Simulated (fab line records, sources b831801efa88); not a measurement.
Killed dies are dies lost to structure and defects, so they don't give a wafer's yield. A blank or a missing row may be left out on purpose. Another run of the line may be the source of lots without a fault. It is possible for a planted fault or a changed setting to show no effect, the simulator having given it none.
A lot that was struck, set against a sound lot	flow sfq line	14 out of 325 route steps
Sound: these wafers, L768.1, L768.4, L768.5. Struck: wafer L781.5 (left out: L781.3, L781.4 of the same lot, which were not struck); the cause appears at the end.
Each step with rows lists, per side, the tool, then ch with its chambers, then its first start. Under that, the readings that differ: sound wafers	struck wafers	difference of the means	sigmas: that difference in standard deviations of wafers without a fault.
alike: words and numbers the same on both sides, and readings whose means are apart by under 2 such deviations; not compared: readings that were withheld, readings missing a value for some wafer, numbers with overlapping values and no deviation given by the record, and bounds like >300 which may hide the same value.
A row with sigmas, a row that says differs or no value, or rows on one side alone: a step with any of these is where the two part. Non-overlapping numbers with no deviation appear without sigmas and do not part them. A reading missing from all wafers of one side parts the sides only when that side holds two or more wafers.

first, 4 steps without rows for these wafers: SFQ_TRILAYER_M5_LITHO_SOFTBAKE_127; SFQ_TRILAYER_M5_LITHO_EXPOSE_124 (exposes mask M5, target cd 700 nm); SFQ_TRILAYER_M5_LITHO_PEB_126 (peb time 60 s); SFQ_TRILAYER_M5_LITHO_DEVELOP_125 (time 60 s).
SFQ_M5_OVL_MEAS_932:
  struck on overlay-02, day 60 18:30; sound on overlay-01, day 58 13:34
reading	sound	struck	difference	sigmas
M5_OVL (nm)	-1 -6 -5	8	+12	+2
then, 1 step without rows for these wafers: SFQ_TRILAYER_M5_BARC_OPEN_METAL_ETCH_161 (etches BARC in O2, target depth 125 nm, time 41.7 s).
SFQ_TRILAYER_M5_ETCH_METAL_ETCH_126: etches Nb in Cl2/BCl3, stops on SiO2, time 203.2 s, target depth 265 nm.
  sound on rie metal-01 ch 0,1, day 58 13:40; struck on rie metal-03 ch 0, day 60 18:39
reading	sound	struck	difference	sigmas
drypump motor current A (A)	6.2 5.9 5.9	5.2	-0.8	-2
  alike: oes product au
  not compared: rf hours counter h
SFQ_TRILAYER_M5_STRIP_STRIP_127: strips in O2.
  sound on rie metal-01 ch 0,1, day 58 13:52; struck on rie metal-03 ch 0, day 60 18:59
reading	sound	struck	difference	sigmas
drypump motor current A (A)	6.2 6.0 5.9	5.1	-0.9	-3
  alike: oes product au, platen temp c
  not compared: rf hours counter h
then, 1 step without rows for these wafers: SFQ_TRILAYER_M5_STRIP_SOLV_CLEAN_128 (cleans in NMP, time 600 s).
SFQ_TRILAYER_A5B_DEP_PECVD_129: deposits SiO2 from SiH4/N2O, time 133.33 s, target thk 600 nm.
  sound on pecvd-01 ch 0,2, day 58 14:38; struck on pecvd-03 ch 0, day 60 19:34
  alike: heater power w, throttle valve pct
then, 1 step without rows for these wafers: SFQ_TRILAYER_A5B_CMP_CMP_130 (polishes, stops on Nb, target thk 340.7 nm).
SFQ_TRILAYER_A5B_METRO_MEASURE_131:
  struck on film metro-01, day 61 02:58; sound on film metro-01, day 58 17:43
  alike: thk nm
SFQ_TRILAYER_R5_DEP_SPUTTER_132: material Ti, target thk 5 nm, time 5 s.
  struck on pvd sputter-05, day 61 03:46; sound on pvd sputter-05, day 58 18:55
reading	sound	struck	difference	sigmas
cathode dc power W (W)	2000.0 2000.3 2000.7	1745.4	-254.9	-99 or more
model.Ti_of_TRILAYER_R5_DEP_SPUTTER_132.thk nm (nm)	5.049 4.982 5.029	4.619	-0.401	
  alike: throttle valve pct
SFQ_TRILAYER_R5_DEP_SPUTTER_133: material MoNx, target thk 40 nm, time 66.7 s.
  struck on pvd sputter-05, day 61 03:47; sound on pvd sputter-05, day 58 18:56
  alike: cathode dc power W, throttle valve pct

== WHERE THEY PART ==
Earliest at SFQ_M5_OVL_MEAS_932; latest, in this record, at SFQ_TRILAYER_R5_DEP_SPUTTER_132. Later steps at which nothing parts them and some readings are alike: SFQ_TRILAYER_R5_DEP_SPUTTER_133.

WHY: the cause the simulator had injected
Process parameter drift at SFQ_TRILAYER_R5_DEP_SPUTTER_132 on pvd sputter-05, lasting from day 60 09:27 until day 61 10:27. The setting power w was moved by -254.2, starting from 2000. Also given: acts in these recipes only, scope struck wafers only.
